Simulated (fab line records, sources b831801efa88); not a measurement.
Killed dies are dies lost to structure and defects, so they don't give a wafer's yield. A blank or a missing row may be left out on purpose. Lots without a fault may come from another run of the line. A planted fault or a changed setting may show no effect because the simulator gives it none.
Which tool did it? | flow sky130 | 7 lots, 21 wafers sampled, at 2 steps of a route of 708

WHAT THE GAUGES READ, wafer by wafer
SKY_VT_ADJUST_LVTN_TW_MEAS_10.
lot  | measured     | on            | VT_ADJUST_LVTN_TW
L822 | day 7 19:52  | film_metro-03 | 243 244 244
L825 | day 8 16:23  | film_metro-04 | 236 235 236
L828 | day 9 13:18  | film_metro-04 | 241 238 239
L831 | day 10 06:59 | film_metro-03 | 245 244 245
L833 | day 10 15:52 | film_metro-04 | 238 239 238
L835 | day 11 12:32 | film_metro-01 | 30 30 30
L842 | day 13 09:38 | film_metro-04 | 239 238 238

WHICH TOOL RAN EACH LOT (tool, then ch and the chambers of the sampled wafers, then the start)
lot  | SKY_VT_ADJUST_LVTN_IMPLANT_08
L822 | implanter-01 ch 0, day 7 19:38
L825 | implanter-04 ch 0, day 8 16:08
L828 | implanter-04 ch 0, day 9 13:04
L831 | implanter-03 ch 0, day 10 06:46
L833 | implanter-01 ch 0, day 10 15:37
L835 | implanter-01, day 11 12:17
L842 | implanter-04 ch 0, day 13 09:24
- SKY_VT_ADJUST_LVTN_IMPLANT_08

THE ANSWER, worked out from the rows above alone
Rule: what is usual is taken from the lots themselves. Put in order of their means at a reading, lots are off if they are a third of the lots or fewer, leave a main group of 4 or more, and stand apart from it by a gap of 3 or more times the standard deviation of the main group's means; of several such gaps the widest counts. A main group whose means are all the same, to the digits that the tables above print for the reading, isn't used. A lot without any number at a reading at which 4 lots or more have one is off too. The other lots that the step has rows for count as sound.
Off: L835, at SKY_VT_ADJUST_LVTN_TW_MEAS_10 (VT_ADJUST_LVTN_TW). The main group: mean 240, standard deviation 3.2.
A tool fits if, at a process step before that reading, it ran every lot that is off, and no sound lot after the first of them. The gauges at SKY_VT_ADJUST_LVTN_TW_MEAS_10 are tried like those tools. Can't be told from this: 2 tools fit, implanter-01 at SKY_VT_ADJUST_LVTN_IMPLANT_08, film_metro-01 at SKY_VT_ADJUST_LVTN_TW_MEAS_10.

WHAT THE SIMULATOR HAD PUT IN
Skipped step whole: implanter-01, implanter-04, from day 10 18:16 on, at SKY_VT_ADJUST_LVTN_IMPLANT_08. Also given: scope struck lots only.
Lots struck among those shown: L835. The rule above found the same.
